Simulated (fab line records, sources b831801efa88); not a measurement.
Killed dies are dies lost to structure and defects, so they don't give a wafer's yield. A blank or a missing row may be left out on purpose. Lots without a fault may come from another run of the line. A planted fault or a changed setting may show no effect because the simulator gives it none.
fab line records | flow sky130
record lots=6 wafers=18 last_day=50
route steps=708 shown FIELD_ISO@1 PAD_OPEN@708
lots that met no fault: from a run of the same line without faults
start_h: hours from the record's first day to the start of the lot's first wafer shown | wait_h: hours since the lot's step before | " the same as in the row above | L1.1+2: a row that stands for several wafers | - no value, or no start given | * or withheld: withheld | < > ~ a bound
route shown NAME@n: a module of which the file shows steps, and the number in the route of the first | usual: mean/standard deviation of fault-free wafers | same: alike in all rows | chamber/n: place in a boat | sites: the reading at each site | _std_site: their standard deviation | _edge_site: outer sites' mean less inner sites' | radius_mm: how far each site lies from the wafer's centre | mask NAME#n: copy n | behind: the tool/chamber that last shaped the wafer | hold: why the lot was held/for how many hours/how that ended | device: the transistor (n, p or np) that didn't switch | end of line: the same wafers' tests at the end of the route | a step without rows: its recipe alone | killed: dies lost to structure and defects at the first sort, not the wafer's yield | map: a wafer's dies, x killed, . not, _ none there
set.NAME: the setting as run; set.NAME@STEP: as run at that earlier step | model.NAME: the simulator's own value behind a step, which no gauge read
lots at some steps of the route; a table a step, a row a wafer
services: from which hour (start_h, from the record's first day; less than 0 if before it) a tool's chamber was out of use, for how many hours, and why
## steps
# step SKY_FIELD_ISO_BOW_MEAS_00
# recipe mode=bow
# usual INCOMING_BOW=0/6.9
# columns lot.wafer tool chamber start_h wait_h INCOMING_BOW[um]
L119.1 film_metro-04 - 20.00 - -7
L119.5 " - " " -2
L119.6 " - " " 3
L129.2 film_metro-02 - 70.02 - -6
L129.4 " - " " -1
L129.6 " - " " 2
L131.3 film_metro-04 - 80.04 - 4
L131.4 " - " " 4
L131.5 " - " " 2
L133.2 film_metro-02 - 90.02 - 2
L133.3 " - " " -1
L133.6 " - " " -9
L136.1 film_metro-02 - 105.00 - -9
L136.2 " - " " 10
L136.5 " - " " -2
L140.3 film_metro-04 - 125.04 - 2
L140.4 " - " " -4
L140.5 " - " " 3
# step SKY_FIELD_ISO_OXIDATION_01
# recipe temp_c=900 ambient=O2 stabilise_s=600 purge_s=300 target_thk_a=120 ox_time_s=1843
# step SKY_FIELD_ISO_THK_MEAS_02
# recipe reads=SiO2_of_FIELD_ISO_OXIDATION_01
# usual FIELD_ISO_OXIDATION_00_THK=11.90/0.2
# columns lot.wafer tool chamber start_h wait_h FIELD_ISO_OXIDATION_00_THK[nm]
L119.1 film_metro-04 - 22.47 0.0 11.98
L119.5 " - " " 11.80
L119.6 " - " " 11.80
L129.2 film_metro-03 - 73.17 0.0 12.10
L129.4 " - " " 12.07
L129.6 " - " " 12.27
L131.3 film_metro-02 - 81.65 0.0 11.96
L131.4 " - " " 11.97
L131.5 " - " " 12.06
L133.2 film_metro-04 - 91.64 0.0 11.87
L133.3 " - " " 11.62
L133.6 " - " " 11.69
L136.1 film_metro-03 - 107.46 0.0 11.83
L136.2 " - " " 12.00
L136.5 " - " " 11.89
L140.3 film_metro-02 - 128.64 0.0 12.00
L140.4 " - " " 12.07
L140.5 " - " " 12.02
# step SKY_FIELD_ISO_CVD_03
# recipe material=Si3N4 precursor=DCS/NH3 target_thk_nm=165 temp_c=770 time_s=2830 pressure_mtorr=250
# step SKY_FIELD_ISO_THK_MEAS_04
# recipe reads=Si3N4_of_FIELD_ISO_CVD_03
# usual FIELD_ISO_CVD_03_THK=165.6/1.5
# columns lot.wafer tool chamber start_h wait_h FIELD_ISO_CVD_03_THK[nm]
L119.1 film_metro-04 - 24.32 0.0 163.9
L119.5 " - " " 165.9
L119.6 " - " " 165.1
L129.2 film_metro-03 - 75.76 0.0 163.9
L129.4 " - " " 162.9
L129.6 " - " " 164.7
L131.3 film_metro-02 - 84.64 0.0 166.2
L131.4 " - " " 166.9
L131.5 " - " " 165.5
L133.2 film_metro-02 - 93.49 0.0 166.7
L133.3 " - " " 167.1
L133.6 " - " " 167.9
L136.1 film_metro-02 - 109.30 0.0 167.2
L136.2 " - " " 166.1
L136.5 " - " " 167.7
L140.3 film_metro-03 - 131.79 0.0 164.7
L140.4 " - " " 164.9
L140.5 " - " " 164.1
# step SKY_FIELD_ISO_DEHYDRATE_05
# recipe temp_c=200 time_s=60
# step SKY_FIELD_ISO_HMDS_06
# recipe prime_time_s=60 prime_temp_c=120
# step SKY_FIELD_ISO_COAT_07
# recipe resist=BARC temp_c=withheld time_s=withheld spin_rpm=3000 resist_thk_nm=60
# step SKY_FIELD_ISO_COAT_08
# recipe resist=KrF-thick spin_rpm=3000 resist_thk_nm=450
# usual spin_speed_rpm=2999.9/1.7
# columns lot.wafer tool chamber start_h wait_h spin_speed_rpm model.KrF-thick_of_FIELD_ISO_COAT_08.thk_nm
L119.1 litho_track-04 0 31 - 2998.7 449.6
L119.5 " 0 " " 2998.2 449.7
L119.6 " 0 " " 2998.7 449.1
L129.2 litho_track-04 0 83 - 3058.5 446.5
L129.4 " 0 " " 3056.4 447.3
L129.6 " 0 84 - 3056.8 446.6
L131.3 litho_track-04 0 93 - 3056.0 444.2
L131.4 " 0 " " 3054.4 445.4
L131.5 " 0 " " 3060.9 445
L133.2 litho_track-02 0 102 - 2998.8 449.4
L133.3 " 0 " " 2995.2 448.5
L133.6 " 0 " " 2999.0 449.1
L136.1 litho_track-02 0 118 - 2999.7 450.1
L136.2 " 0 " " 2998.6 448.7
L136.5 " 0 " " 2998.5 450.1
L140.3 litho_track-02 0 141 - 2998.5 452.9
L140.4 " 0 " " 2996.2 450.8
L140.5 " 0 " " 3000.5 452.3
# step SKY_FIELD_ISO_SOFTBAKE_09
# recipe temp_c=100 time_s=90 resist=KrF-thick
# step SKY_FIELD_ISO_EXPOSE_10
# recipe mask_id=FOM na=0.68 source_shape=annular sigma_inner=0.4 sigma_outer=0.8 target_cd_nm=150 dose_mj=28
# step SKY_FIELD_ISO_PEB_11
# recipe peb_temp_c=withheld peb_time_s=withheld resist=KrF-thick
# step SKY_FIELD_ISO_DEVELOP_12
# recipe develop_time_s=60 resist=KrF-thick dev_temp_c=21
# step SKY_FIELD_ISO_CD_MEAS_13
# recipe target_cd_nm=150
# usual cd_nm=150.0/1.3
# columns lot.wafer tool chamber start_h wait_h cd_nm
L119.1 cd_sem-02 - 39.25 - 147.6
L119.5 " - " " 147.6
L119.6 " - " " 148.6
L129.2 cd_sem-02 - 92.88 - 147.9
L129.4 " - " " 149.4
L129.6 " - " " 149.7
L131.3 cd_sem-02 - 102.46 - 148.9
L131.4 " - " " 148.8
L131.5 " - " " 148.2
L133.2 cd_sem-01 - 111.93 - 149.2
L133.3 " - " " 149.3
L133.6 " - " " 150.6
L136.1 cd_sem-02 - 128.00 - 148.2
L136.2 " - " " 148.4
L136.5 " - " " 147.9
L140.3 cd_sem-01 - 151.11 - 151.7
L140.4 " - " " 152.8
L140.5 " - " " 151.8
# step SKY_FIELD_ISO_ETCH_14
# recipe chemistry=N2/H2 target=BARC ion_energy_ev=200 source_w=500 bias_w=102.6 pressure_mtorr=30 n2_flow_sccm=100 h2_flow_sccm=200 stop_on=SiO2 time_s=45.9 target_depth_a=600
# usual drypump_motor_current_A=5.7/0.39 oes_product_au=0.855/0.0045 throttle_valve_pct=13.224/0.0084
# columns lot.wafer tool chamber start_h wait_h drypump_motor_current_A oes_product_au rf_hours_counter_h throttle_valve_pct
L119.1 rie_diel-04 3 39.37 0.1 5.9 0.860 28 13.223
L119.5 " 1 " " 6.3 0.859 - 13.234
L119.6 " 3 " " 5.9 0.851 - 13.226
L129.2 rie_diel-03 3 92.98 0.1 5.5 0.862 51 13.223
L129.4 " 1 " " 5.0 0.859 - 13.209
L129.6 " 3 " " 5.6 0.860 - 13.223
L131.3 rie_diel-03 1 102.54 0.1 5.0 0.849 121 13.222
L131.4 " 0 " " 5.0 0.849 0 13.222
L131.5 " 2 " " 5.9 0.853 - 13.225
L133.2 rie_diel-01 1 112.03 0.1 5.5 0.853 31 13.217
L133.3 " 0 " " 5.7 0.858 70 13.236
L133.6 " 0 " " 5.7 0.854 - 13.227
L136.1 rie_diel-01 3 128.12 0.1 5.5 0.849 25 13.222
L136.2 " 0 " " 5.7 0.850 70 13.220
L136.5 " 3 " " 5.5 0.854 - 13.225
L140.3 rie_diel-04 1 151.19 0.1 6.3 0.859 88 13.237
L140.4 " 0 " " 5.7 0.857 112 13.221
L140.5 " 2 " " 5.7 0.856 - 13.231
# step SKY_FIELD_ISO_ETCH_15
# recipe chemistry=CHF3/O2 target_depth_nm=180 stop_on=Si source_w=600 bias_w=200 pressure_mtorr=40 chf3_flow_sccm=50 O2_flow_sccm=5 time_s=72
# usual drypump_motor_current_A=5.7/0.39 oes_product_au=0.948/0.0071 throttle_valve_pct=8.845/0.0083
# columns lot.wafer tool chamber start_h wait_h drypump_motor_current_A oes_product_au rf_hours_counter_h throttle_valve_pct model.KrF-thick_of_FIELD_ISO_COAT_08.thk_nm
L119.1 rie_diel-04 3 39.41 0.0 5.9 0.941 28 8.837 238.6
L119.5 " 1 " " 6.3 0.950 - 8.840 235.6
L119.6 " 3 " " 5.9 0.947 - 8.855 237.5
L129.2 rie_diel-03 3 93.03 0.0 5.5 0.942 51 8.834 234.6
L129.4 " 1 " " 5.0 0.938 - 8.842 239.2
L129.6 " 3 " " 5.5 0.955 - 8.851 234.9
L131.3 rie_diel-03 1 102.58 0.0 5.0 0.951 121 8.836 235.6
L131.4 " 0 " " 5.0 0.962 0 8.853 228.5
L131.5 " 2 " " 5.9 0.941 - 8.836 230.8
L133.2 rie_diel-01 1 112.08 0.0 5.4 0.950 31 8.847 233.2
L133.3 " 0 " " 5.7 0.946 70 8.857 231.7
L133.6 " 0 " " 5.7 0.960 - 8.839 232.3
L136.1 rie_diel-01 3 128.16 0.0 5.5 0.954 25 8.833 231.9
L136.2 " 0 " " 5.7 0.942 70 8.844 231.4
L136.5 " 3 " " 5.5 0.959 - 8.842 232.3
L140.3 rie_diel-04 1 151.23 0.0 6.2 0.942 88 8.848 238.8
L140.4 " 0 " " 5.7 0.942 112 8.833 239.1
L140.5 " 2 " " 5.7 0.947 - 8.844 235.9
# step SKY_FIELD_ISO_STRIP_16
# recipe chemistry=O2/N2 power_w=1400 pressure_mtorr=1500 platen_temp_c=withheld o2_flow_sccm=3000 n2_flow_sccm=300 overash_fraction=0.5
# usual drypump_motor_current_A=5.7/0.47 oes_product_au=0.377/0.0045 strip_time_to_endpoint_s=3.54/0.032
# columns lot.wafer tool chamber start_h wait_h drypump_motor_current_A oes_product_au rf_hours_counter_h strip_time_to_endpoint_s
L119.1 plasma_asher-01 1 39.47 0.0 5.4 0.370 37 3.58
L119.5 " 1 " " 5.4 0.381 - 3.54
L119.6 " 0 " " 6.2 0.381 - 3.56
L129.2 plasma_asher-04 1 93.08 0.0 6.0 0.369 37 3.53
L129.4 " 1 " " 6.0 0.382 - 3.58
L129.6 " 0 " " 6.1 0.381 - 3.53
L131.3 plasma_asher-02 0 102.67 0.1 5.8 0.375 - 3.53
L131.4 " 1 " " 4.9 0.365 - 3.47
L131.5 " 0 " " 5.8 0.376 - 3.48
L133.2 plasma_asher-04 0 112.13 0.0 6.1 0.380 38 3.52
L133.3 " 0 " " 6.1 0.380 - 3.46
L133.6 " 0 " " 6.1 0.379 - 3.50
L136.1 plasma_asher-04 0 128.22 0.0 6.1 0.371 40 3.50
L136.2 " 1 " " 6.0 0.373 40 3.49
L136.5 " 1 " " 6.0 0.382 - 3.51
L140.3 plasma_asher-01 1 151.32 0.1 5.5 0.381 - 3.59
L140.4 " 0 " " 6.2 0.377 - 3.58
L140.5 " 1 " " 5.5 0.379 - 3.53
# step SKY_PAD_OPEN_PROBE_99
# usual killed_at_M0_to_M3=43/5.9 killed_at_M4_up=2.9/1.5 killed_at_contacts=24/5 killed_at_front_end=15/4.8 killed_at_other=0.2/0.5 killed_dies=86/9.3 killed_open=47/7.1 killed_short=38/6.3
# same gross_dies=492 killed_at_back_side=0
# columns lot.wafer tool chamber start_h wait_h killed_at_M0_to_M3 killed_at_M4_up killed_at_contacts killed_at_front_end killed_at_other killed_dies killed_open killed_short
L131.3 prober-01 - 1165.65 0.2 41 5 28 19 0 93 55 38
L131.4 prober-01 - 1165.70 0.2 41 3 27 16 0 87 39 48
L131.5 prober-01 - 1165.75 0.2 49 2 21 11 0 83 50 33
L136.1 prober-01 - 1193.52 0.1 50 3 24 12 0 89 46 43
L136.2 prober-01 - 1193.57 0.1 38 1 26 11 1 77 46 31
L136.5 prober-01 - 1193.72 0.2 38 4 18 12 1 73 38 35
# killed by level:class
L131.3 VIA1:geometric_particle:open=14 LI_CONTACT:geometric_particle:open=10 CONTACT:geometric_particle:open=9 METAL1:geometric_particle:short=6 FIELD_ISO:geometric_particle:short=5 VIA3:geometric_particle:open=5 FIELD_ISO:geometric_particle:open=4 POLY_GATE:geometric_particle:short=4
L131.4 CONTACT:geometric_particle:open=9 FIELD_ISO:geometric_particle:short=8 LI_CONTACT:geometric_particle:open=7 VIA1:geometric_particle:open=6 VIA3:geometric_particle:open=6 CONTACT:geometric_particle:short=6 LOCAL_INTERCONNECT:geometric_particle:short=5 METAL1:geometric_particle:short=5
L131.5 VIA1:geometric_particle:open=17 LI_CONTACT:geometric_particle:open=8 VIA1:geometric_particle:short=8 CONTACT:geometric_particle:open=6 VIA3:geometric_particle:open=6 FIELD_ISO:geometric_particle:open=4 METAL2:geometric_particle:short=4 CONTACT:geometric_particle:short=3
L136.1 VIA2:geometric_particle:open=11 VIA1:geometric_particle:open=10 VIA1:geometric_particle:short=9 LI_CONTACT:geometric_particle:open=7 METAL3:geometric_particle:short=7 CONTACT:geometric_particle:short=5 CONTACT:geometric_particle:open=5 FIELD_ISO:geometric_particle:open=4
L136.2 VIA2:geometric_particle:open=12 CONTACT:geometric_particle:open=11 CONTACT:geometric_particle:short=6 VIA1:geometric_particle:open=5 METAL1:geometric_particle:short=4 METAL2:geometric_particle:open=4 POLY_GATE:geometric_particle:short=3 LI_CONTACT:geometric_particle:short=3
L136.5 VIA2:geometric_particle:open=11 CONTACT:geometric_particle:open=10 VIA2:geometric_particle:short=6 FIELD_ISO:geometric_particle:open=4 METAL1:geometric_particle:short=4 FIELD_ISO:geometric_particle:short=3 CONTACT:geometric_particle:short=3 VIA1:geometric_particle:short=3
## services
# columns tool chamber start_h hours kind
rie_diel-01 3 35.10 2.2 repair
rie_diel-04 0 35.90 10.7 repair
rie_diel-03 2 36.89 11.7 repair
rie_diel-03 0 48.57 - clean
rie_diel-03 0 48.57 29.9 scheduled_down
rie_diel-03 0 48.57 29.9 vent_cycle
rie_diel-01 3 51.60 25.4 repair
rie_diel-01 0 52.73 9.9 repair
rie_diel-04 3 61.94 23.4 repair
rie_diel-01 3 82.93 4.6 repair
rie_diel-03 0 84.17 9.2 repair
plasma_asher-04 - 93.79 5.1 repair
rie_diel-04 0 97.64 8.2 repair
rie_diel-01 2 103.43 8.7 repair
rie_diel-03 3 106.34 4.2 repair
plasma_asher-01 - 108.75 9.0 pm
plasma_asher-01 0 108.75 9.0 vent_cycle
plasma_asher-01 1 108.75 9.0 vent_cycle
rie_diel-03 - 112.95 22.1 repair
plasma_asher-01 0 117.75 - clean
plasma_asher-01 1 117.75 - clean
rie_diel-04 0 127.01 5.2 repair
rie_diel-03 0 149.77 3.5 repair
## key
first_sign step=SKY_FIELD_ISO_COAT_08 reading=spin_speed_rpm direction=up sigmas=34 usual=2999.9 struck=3057.2
effect none on later readings
model_effect step=SKY_FIELD_ISO_COAT_08 value=KrF-thick_of_FIELD_ISO_COAT_08.thk_nm without=450.1 struck=445.8
model_effect step=SKY_FIELD_ISO_ETCH_15 value=KrF-thick_of_FIELD_ISO_COAT_08.thk_nm without=238.2 struck=233.9
met_at SKY_FIELD_ISO_COAT_08
struck_wafers L129.2,L129.4,L129.6,L131.3,L131.4,L131.5
tester_left_out L129,L131
onset_between 31 83
fault kind=process_parameter_drift tool=litho_track-04 chamber=- onset_h=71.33 steps=SKY_FIELD_ISO_COAT_08 channel=spin_rpm offset=58.341 shape=step end_h=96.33 acts_in=these_recipes_only stated=3000
# tester_left_out: of these lots the tester's yield and bins aren't shown, on N5 and GAA mostly nor the transistor test; their killed dies are dies lost to structure and defects alone, not to doping, threshold or leakage, so they don't give the yield
